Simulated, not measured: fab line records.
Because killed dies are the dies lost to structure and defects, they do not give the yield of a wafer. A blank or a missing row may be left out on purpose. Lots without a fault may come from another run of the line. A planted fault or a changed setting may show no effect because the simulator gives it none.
What tool caused it?	flow gf180mcu	13 lots with 39 wafers sampled at 5 steps, on a route of 602 steps

## WHAT THE GAUGES SHOWED, per wafer
GF_VT_IMPLANT_OVL_MEAS_07. Usual: for VT_IMPLANT_OVL the level is 0.2 nm and the standard deviation is 1.5.
lot	measured	on	VT_IMPLANT_OVL (nm)	flag
L483	day 5 07:37	overlay-02	-1.2 -1.7 -0.1	
L486	day 6 16:13	overlay-02	2.8 2.8 1.6	
L488	day 6 18:28	overlay-02	0.9 -1.0 2.1	
L487	day 6 19:16	overlay-01	1.9 1.2 1.1	
L489	day 7 00:02	overlay-02	0.9 1.2 0.0	
L490	day 7 11:10	overlay-01	0.2 -1.8 0.5	
L492	day 8 03:25	overlay-01	-1.2 -2.6 -0.7	
L493	day 8 07:53	overlay-02	-1.8 -1.4 -1.5	
L496	day 9 01:07	overlay-02	- - -	OFF
L503	day 10 22:37	overlay-01	1.2 -2.5 -0.9	
L504	day 11 06:01	overlay-01	-1.1 1.1 0.0	
L505	day 11 11:50	overlay-02	1.6 -0.4 0.8	
L506	day 11 16:17	overlay-02	3.2 -0.1 2.4	

GF_VT_IMPLANT_TW_MEAS_10. Usual: for VT_IMPLANT_TW the level is 569 and the standard deviation is 5.1.
lot	measured	on	VT_IMPLANT_TW	flag
L483	day 5 07:54	film metro-03	567 566 565	
L486	day 6 16:29	film metro-03	569 564 565	
L488	day 6 18:44	film metro-03	568 566 569	
L487	day 6 19:33	film metro-02	561 559 560	
L489	day 7 00:20	film metro-04	577 576 575	
L490	day 7 11:28	film metro-04	575 574 571	
L492	day 8 03:41	film metro-02	564 568 565	
L493	day 8 08:11	film metro-02	563 565 565	
L496	day 9 01:24	film metro-03	30 30 30	OFF
L503	day 10 22:54	film metro-03	577 573 576	
L504	day 11 06:18	film metro-02	567 565 568	
L505	day 11 12:08	film metro-03	571 570 574	
L506	day 11 16:35	film metro-03	571 574 571	

GF_VT_IMPLANT_OVL_MEAS_40. Usual: for VT_IMPLANT_03_OVL the level is 1.1 nm and the standard deviation is 1.5.
lot	measured	on	VT_IMPLANT_03_OVL (nm)	flag
L483	day 7 05:46	overlay-01	-1.9 0.0 -0.4	
L486	day 8 17:35	overlay-01	1.1 0.9 0.2	
L488	day 8 21:11	overlay-02	1.8 -1.4 2.2	
L487	day 8 22:31	overlay-01	-1.8 1.0 1.0	
L489	day 9 02:43	overlay-02	1.5 -0.9 0.6	
L490	day 9 15:01	overlay-01	2.2 1.7 1.9	
L492	day 10 07:52	overlay-02	2.8 3.0 1.8	
L493	day 10 13:31	overlay-01	1.1 1.0 2.4	
L496	day 11 08:01	overlay-02	1.9 1.9 2.6	
L503	day 13 09:13	overlay-02	2.0 2.1 3.1	
L504	day 13 16:49	overlay-02	1.1 2.0 2.9	
L505	day 13 22:56	overlay-02	-1.4 -0.7 0.5	
L506	day 14 03:58	overlay-02	1.7 -1.7 0.1	

GF_M2_CD_MEAS_14: the cd target is 280 nm. Usual: cd nm at 280.0 nm, with a standard deviation of 1.2.
lot	measured	on	cd nm (nm)	flag
L483	day 18 16:44	cd sem-02	278.6 277.6 277.5	
L486	day 21 00:50	cd sem-01	279.4 279.1 279.2	
L488	day 21 01:11	cd sem-02	279.0 280.4 280.2	
L487	day 21 01:56	cd sem-02	280.6 280.8 282.4	
L489	day 21 11:13	cd sem-01	281.8 279.9 280.6	
L490	day 22 00:22	cd sem-02	280.7 280.9 280.4	
L492	day 22 19:59	cd sem-01	280.0 280.1 281.4	
L493	day 23 07:43	cd sem-02	279.5 280.5 281.0	
L503	day 26 07:00	cd sem-02	281.2 282.1 281.6	
L504	day 26 11:20	cd sem-01	279.4 280.4 279.6	
L505	day 26 18:39	cd sem-02	278.5 278.3 279.9	
L506	day 27 02:53	cd sem-01	279.5 278.9 279.6	

## WHAT TOOL EACH LOT RAN ON (gives the tool, then ch and the chambers of the sampled wafers, and finally the start)
lot	GF_VT_IMPLANT_EXPOSE_04
L483	iline stepper-01 ch 0, day 5 00:41
L486	iline stepper-02 ch 0, day 6 08:20
L488	iline stepper-02 ch 0, day 6 11:02
L487	iline stepper-02 ch 0, day 6 12:35
L489	iline stepper-02 ch 0, day 6 16:41
L490	iline stepper-01 ch 0, day 7 03:37
L492	iline stepper-01 ch 0, day 7 17:53
L493	iline stepper-01 ch 0, day 8 00:10
L496	iline stepper-02 ch 0, day 8 16:40
L503	iline stepper-01 ch 0, day 10 14:29
L504	iline stepper-02 ch 0, day 10 20:17
L505	iline stepper-01 ch 0, day 11 02:19
L506	iline stepper-02 ch 0, day 11 07:11
- GF_VT_IMPLANT_EXPOSE_04: exposes mask LVPWELL LV AREA, target cd 600 nm.

## AS READ BY THE TOOLS THEMSELVES (means over the sampled wafers that have a number; for cases with no such wafer, the mark the record gives instead)
The record holds no such reading with a usual standard deviation.

## THE ANSWER, worked out from the rows above alone
Rule: lot off if the mean of its wafers having a number is beyond 3 standard deviations from the usual mean. Also off: a lot with no number at a reading for which 4 or more lots have one. All remaining lots with rows at the step are treated as sound. After the gauges, taken in route order, come the tools' own readings; for these a lot's mean is taken, as printed above. At the first step where some lot is off, the reading lying furthest off is the one used; lots without a number count as furthest.
Off: at GF_VT_IMPLANT_OVL_MEAS_07 (VT_IMPLANT_OVL), L496. Without a number there: L496.
If a tool, at a process step before that reading, ran all the lots that are off and no sound lot after the first of them, it fits. The gauges at GF_VT_IMPLANT_OVL_MEAS_07 aren't tried: what is off there is off at GF_VT_IMPLANT_TW_MEAS_10 too, on other tools, and a gauge's error can't cause that. Of those tried, none fits.

## WHAT WAS PUT IN BY THE SIMULATOR
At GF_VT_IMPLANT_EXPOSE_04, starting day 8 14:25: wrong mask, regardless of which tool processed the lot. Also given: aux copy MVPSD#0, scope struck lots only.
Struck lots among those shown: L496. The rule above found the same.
